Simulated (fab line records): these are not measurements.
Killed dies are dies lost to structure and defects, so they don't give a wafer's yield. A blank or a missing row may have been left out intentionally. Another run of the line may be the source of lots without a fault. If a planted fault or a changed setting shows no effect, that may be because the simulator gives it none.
What tool caused it? | flow gf180mcu | 33 wafers from 11 lots sampled at 5 of the route's 602 steps

WHAT EACH GAUGE READ, for each wafer
GF_V1_THK_MEAS_01.
lot  | measured     | on            | V1_CVD_00_THK (nm)
L551 | day 17 20:40 | film_metro-02 | 599 598 593
L552 | day 18 09:02 | film_metro-02 | 607 606 604
L554 | day 19 01:00 | film_metro-04 | 596 604 603
L561 | day 21 16:24 | film_metro-04 | 603 607 602
L563 | day 22 10:33 | film_metro-02 | 602 595 590
L564 | day 22 19:25 | film_metro-04 | 603 603 602
L565 | day 23 04:13 | film_metro-02 | 600 605 597
L566 | day 23 07:28 | film_metro-01 | 603 602 590
L567 | day 23 11:50 | film_metro-04 | 592 599 602
L568 | day 23 22:23 | film_metro-01 | 600 596 599
L569 | day 24 07:55 | film_metro-02 | 596 601 583

GF_M2_RS_MEAS_05: measures by four-point-probe.
lot  | measured     | on            | M2_ALCU_RS (ohm/sq)
L551 | day 18 21:34 | film_metro-02 | 0.0697 0.0689 0.0694
L552 | day 19 10:30 | film_metro-02 | 0.1056 0.1030 0.1022
L554 | day 20 03:48 | film_metro-02 | 0.1053 0.1034 0.1020
L561 | day 22 18:00 | film_metro-03 | 0.0697 0.0695 0.0690
L563 | day 23 11:39 | film_metro-01 | 0.0698 0.0687 0.0692
L564 | day 23 20:21 | film_metro-01 | 0.0701 0.0690 0.0705
L565 | day 24 05:08 | film_metro-02 | 0.0704 0.0701 0.0705
L566 | day 24 08:18 | film_metro-03 | 0.0700 0.0686 0.0704
L567 | day 24 12:34 | film_metro-02 | 0.0685 0.0691 0.0686
L568 | day 24 22:35 | film_metro-03 | 0.0696 0.0694 0.0685
L569 | day 25 08:05 | film_metro-02 | 0.0693 0.0696 0.0699

GF_M2_THK_MEAS_06: measures by xrf.
lot  | measured     | on            | M2_ALCU_THK (nm)
L551 | day 18 21:41 | film_metro-02 | 449 454 452
L552 | day 19 10:37 | film_metro-02 | 300 307 310
L554 | day 20 03:55 | film_metro-02 | 301 306 310
L561 | day 22 18:07 | film_metro-03 | 450 452 456
L563 | day 23 11:46 | film_metro-01 | 449 459 456
L564 | day 23 20:28 | film_metro-01 | 448 457 446
L565 | day 24 05:16 | film_metro-02 | 444 444 444
L566 | day 24 08:25 | film_metro-03 | 443 452 443
L567 | day 24 12:41 | film_metro-02 | 455 451 453
L568 | day 24 22:42 | film_metro-03 | 445 447 451
L569 | day 25 08:12 | film_metro-02 | 450 448 446

TOOL THAT RAN EACH LOT (tool first, then ch and the chambers of the sampled wafers, then the start)
lot  | GF_M1_METAL_ETCH_16               | GF_M2_SPUTTER_02
L551 | rie_metal-02 ch 0, day 17 19:55   | pvd_sputter-03, day 18 21:29
L552 | rie_metal-03 ch 0,1, day 18 08:16 | pvd_sputter-03, day 19 10:23
L554 | rie_metal-03 ch 0,1, day 19 00:13 | pvd_sputter-03, day 20 03:43
L561 | rie_metal-03 ch 0,1, day 21 15:37 | pvd_sputter-02, day 22 17:55
L563 | rie_metal-03 ch 0,1, day 22 09:46 | pvd_sputter-03, day 23 11:32
L564 | rie_metal-04 ch 0,1, day 22 18:40 | pvd_sputter-04, day 23 20:14
L565 | rie_metal-03 ch 0,1, day 23 03:28 | pvd_sputter-02, day 24 05:03
L566 | rie_metal-03 ch 0,1, day 23 06:43 | pvd_sputter-04, day 24 08:11
L567 | rie_metal-02 ch 0, day 23 10:56   | pvd_sputter-02, day 24 12:28
L568 | rie_metal-03 ch 1, day 23 21:31   | pvd_sputter-03, day 24 22:29
L569 | rie_metal-02 ch 0, day 24 07:03   | pvd_sputter-02, day 25 07:59
- GF_M1_METAL_ETCH_16: etches the open film in Cl2/BCl3, stops on SiO2, target depth 750.8 nm, time 125.1 s.
- GF_M2_SPUTTER_02: material AlCu, target thk 450 nm, time 23.9 s.

AS READ BY THE TOOLS THEMSELVES (means over the sampled wafers that have a number; for cases with no such wafer, the mark the record gives instead)
GF_M1_METAL_ETCH_16.
lot  | tool         | chamber_pressure_mTorr (mTorr) | drypump_motor_current_A (A) | oes_product_au (a.u.) | throttle_valve_pct (%)
L551 | rie_metal-02 | 7.998                          | 6.2                         | 0.992                 | 28.230
L552 | rie_metal-03 | 8.001                          | 5.3                         | 0.996                 | 28.234
L554 | rie_metal-03 | 8.006                          | 5.4                         | 0.993                 | 28.233
L561 | rie_metal-03 | 8.002                          | 5.5                         | 0.993                 | 28.226
L563 | rie_metal-03 | 8.003                          | 5.5                         | 0.995                 | 28.224
L564 | rie_metal-04 | 7.998                          | 5.1                         | 0.993                 | 28.229
L565 | rie_metal-03 | 7.999                          | 5.5                         | 0.994                 | 28.217
L566 | rie_metal-03 | 8.000                          | 5.3                         | 0.989                 | 28.216
L567 | rie_metal-02 | 7.998                          | 6.2                         | 0.992                 | 28.229
L568 | rie_metal-03 | 8.004                          | 5.6                         | 0.990                 | 28.228
L569 | rie_metal-02 | 8.014                          | 6.2                         | 0.990                 | 28.235

GF_M2_SPUTTER_02.
lot  | tool           | throttle_valve_pct (%)
L551 | pvd_sputter-03 | 29.0
L552 | pvd_sputter-03 | 29.2
L554 | pvd_sputter-03 | 28.5
L561 | pvd_sputter-02 | 29.1
L563 | pvd_sputter-03 | 29.4
L564 | pvd_sputter-04 | 29.6
L565 | pvd_sputter-02 | 29.1
L566 | pvd_sputter-04 | 29.8
L567 | pvd_sputter-02 | 29.7
L568 | pvd_sputter-03 | 28.7
L569 | pvd_sputter-02 | 29.7

THE ANSWER, worked out from the rows above alone
Rule: usual is defined by the lots themselves. The widest of any qualifying gaps counts: lots, ordered by their means at a reading, are off when they make up no more than a third of the lots, leave a main group of 4 or more, and stand apart from it by 3 or more times the standard deviation of that group's means. If all means in a main group match to the digits the tables above print for the reading, that group is not used. Also off: a lot with no number at a reading for which 4 or more lots have one. The other lots that the step has rows for count as sound. After the gauges, taken in route order, come the tools' own readings; for these a lot's mean is taken, as printed above. At the first step where some lot is off, the reading lying furthest off is the one used; lots without a number count as furthest.
Off: at GF_M2_RS_MEAS_05 (M2_ALCU_RS), L552, L554. Mean 0.0695 ohm/sq and standard deviation 0.00043 in the main group.
A tool fits if, at a process step before that reading, it ran every lot that is off, and no sound lot after the first of them. Gauges at GF_M2_RS_MEAS_05: tried the same way as those tools. None of those tried fits.

WHAT THE SIMULATOR HAD PUT IN
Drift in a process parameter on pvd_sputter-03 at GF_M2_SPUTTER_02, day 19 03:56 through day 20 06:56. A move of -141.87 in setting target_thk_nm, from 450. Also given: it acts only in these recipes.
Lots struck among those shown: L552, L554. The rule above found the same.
